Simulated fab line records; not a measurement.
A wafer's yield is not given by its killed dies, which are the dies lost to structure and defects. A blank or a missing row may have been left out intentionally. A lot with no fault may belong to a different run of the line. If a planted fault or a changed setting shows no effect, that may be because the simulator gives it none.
Check for tools in common / flow gf180mcu / Lots sampled 12, wafers sampled 36

## WHY IT WAS OPENED
At GF_M3_CD_MEAS_14 the reading cd_nm is flagged on 2 of 12 lots. Fault-free wafers read 279.7 nm, with a standard deviation of 1.1.
Rule: a lot gets a flag if all its wafers with a number sit over 4 standard deviations from that mean, or if no wafer of it has a number. The other lots count as sound.

lot=L776; measured=day 21 08:09; on=cd_sem-02; cd_nm (nm), wafer by wafer=279.2 279.8 280.2; flag=
lot=L778; measured=day 22 03:51; on=cd_sem-01; cd_nm (nm), wafer by wafer=279.3 278.7 279.2; flag=
lot=L779; measured=day 22 08:13; on=cd_sem-02; cd_nm (nm), wafer by wafer=278.8 278.4 278.3; flag=
lot=L781; measured=day 23 06:38; on=cd_sem-02; cd_nm (nm), wafer by wafer=278.5 279.8 279.0; flag=
lot=L783; measured=day 24 07:46; on=cd_sem-01; cd_nm (nm), wafer by wafer=279.6 280.6 280.1; flag=
lot=L786; measured=day 25 09:46; on=cd_sem-02; cd_nm (nm), wafer by wafer=280.9 280.7 281.3; flag=
lot=L785; measured=day 25 14:12; on=cd_sem-01; cd_nm (nm), wafer by wafer=280.9 281.5 281.8; flag=
lot=L788; measured=day 26 00:47; on=cd_sem-02; cd_nm (nm), wafer by wafer=280.6 280.5 280.7; flag=
lot=L789; measured=day 26 08:53; on=cd_sem-02; cd_nm (nm), wafer by wafer=245.2 271.0 246.0; flag=FLAGGED
lot=L791; measured=day 26 12:18; on=cd_sem-02; cd_nm (nm), wafer by wafer=267.4 269.3 262.8; flag=FLAGGED
lot=L797; measured=day 28 14:49; on=cd_sem-01; cd_nm (nm), wafer by wafer=280.4 280.7 280.9; flag=
lot=L798; measured=day 29 10:59; on=cd_sem-02; cd_nm (nm), wafer by wafer=279.1 279.0 278.6; flag=
On average the flagged lots' numbers are 260.3 nm, which is -19.4 nm against the usual, or -18 standard deviations.

## TOOL THAT RAN EACH LOT
2 process steps preceding the reading are held in the record, out of 602 steps in the route. Cell contents, in order: the tool; ch with the chambers the sampled wafers went through; the start.
lot=L776; flag=; GF_SALICIDE_SPUTTER_03=pvd_sputter-01, day 15 04:34; GF_M3_EXPOSE_11=krf_scanner-02 ch 0, day 20 20:40
lot=L778; flag=; GF_SALICIDE_SPUTTER_03=pvd_sputter-01, day 15 21:56; GF_M3_EXPOSE_11=krf_scanner-02 ch 0, day 21 16:56
lot=L779; flag=; GF_SALICIDE_SPUTTER_03=pvd_sputter-03, day 16 04:24; GF_M3_EXPOSE_11=krf_scanner-02 ch 0, day 21 21:07
lot=L781; flag=; GF_SALICIDE_SPUTTER_03=pvd_sputter-02, day 17 00:52; GF_M3_EXPOSE_11=krf_scanner-01 ch 0, day 22 19:54
lot=L783; flag=; GF_SALICIDE_SPUTTER_03=pvd_sputter-03, day 18 02:57; GF_M3_EXPOSE_11=krf_scanner-01 ch 0, day 23 20:50
lot=L786; flag=; GF_SALICIDE_SPUTTER_03=pvd_sputter-03, day 19 07:57; GF_M3_EXPOSE_11=krf_scanner-01 ch 0, day 24 23:28
lot=L785; flag=; GF_SALICIDE_SPUTTER_03=pvd_sputter-01, day 19 10:54; GF_M3_EXPOSE_11=krf_scanner-02 ch 0, day 25 03:58
lot=L788; flag=; GF_SALICIDE_SPUTTER_03=pvd_sputter-03, day 20 00:00; GF_M3_EXPOSE_11=krf_scanner-02 ch 0, day 25 14:26
lot=L789; flag=FLAGGED; GF_SALICIDE_SPUTTER_03=pvd_sputter-02, day 20 09:20; GF_M3_EXPOSE_11=krf_scanner-01 ch 0, day 25 22:21
lot=L791; flag=FLAGGED; GF_SALICIDE_SPUTTER_03=pvd_sputter-01, day 20 15:01; GF_M3_EXPOSE_11=krf_scanner-01 ch 0, day 26 02:10
lot=L797; flag=; GF_SALICIDE_SPUTTER_03=pvd_sputter-02, day 23 00:11; GF_M3_EXPOSE_11=krf_scanner-02 ch 0, day 28 05:07
lot=L798; flag=; GF_SALICIDE_SPUTTER_03=pvd_sputter-01, day 23 21:53; GF_M3_EXPOSE_11=krf_scanner-02 ch 0, day 29 01:36
What the steps here do:
- GF_SALICIDE_SPUTTER_03: material TiN, target thk 20 nm, time 16.7 s.
- GF_M3_EXPOSE_11: exposes mask Metal3, target cd 280 nm.
- GF_M3_CD_MEAS_14: target cd 280 nm.

## FLAGGED OVER TOTAL, TOOL BY TOOL (the gauges that took the reading come last)
step=GF_SALICIDE_SPUTTER_03; tool=pvd_sputter-01; lots run=5; flagged=1; share of the flagged lots=some; sound lots run after its first flagged lot=1 (L798)
step=GF_SALICIDE_SPUTTER_03; tool=pvd_sputter-02; lots run=3; flagged=1; share of the flagged lots=some; sound lots run after its first flagged lot=1 (L797)
step=GF_SALICIDE_SPUTTER_03; tool=pvd_sputter-03; lots run=4; flagged=0; share of the flagged lots=none; sound lots run after its first flagged lot=-
step=GF_M3_EXPOSE_11; tool=krf_scanner-01; lots run=5; flagged=2; share of the flagged lots=all; sound lots run after its first flagged lot=0
step=GF_M3_EXPOSE_11; tool=krf_scanner-02; lots run=7; flagged=0; share of the flagged lots=none; sound lots run after its first flagged lot=-
step=GF_M3_CD_MEAS_14; tool=cd_sem-01; lots run=4; flagged=0; share of the flagged lots=none; sound lots run after its first flagged lot=-
step=GF_M3_CD_MEAS_14; tool=cd_sem-02; lots run=8; flagged=2; share of the flagged lots=all; sound lots run after its first flagged lot=1 (L798)

## WHAT IS ALLOWED BY THE TABLE
Every flagged lot went through 2 rows of the table: krf_scanner-01 at GF_M3_EXPOSE_11 and cd_sem-02 at GF_M3_CD_MEAS_14.
- krf_scanner-01 at GF_M3_EXPOSE_11 ran 5 lots, 2 of them flagged. A fault beginning between L786 (day 24 23:28), its last sound lot, and L789 (day 25 22:21), its first flagged one, fits the data.
- cd_sem-02 at GF_M3_CD_MEAS_14 ran 8 lots, 2 of them flagged. Lots that were sound ran on it after the first flagged one (L798); a persistent fault on the entire tool would not allow that.
Left over: one tool, krf_scanner-01 at GF_M3_EXPOSE_11.

## WHAT THE SIMULATOR PUT IN
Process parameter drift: krf_scanner-01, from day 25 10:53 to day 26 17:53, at GF_M3_EXPOSE_11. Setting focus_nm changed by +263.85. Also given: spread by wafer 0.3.
Lots struck among those shown: L789, L791. This agrees with what the rule above found.
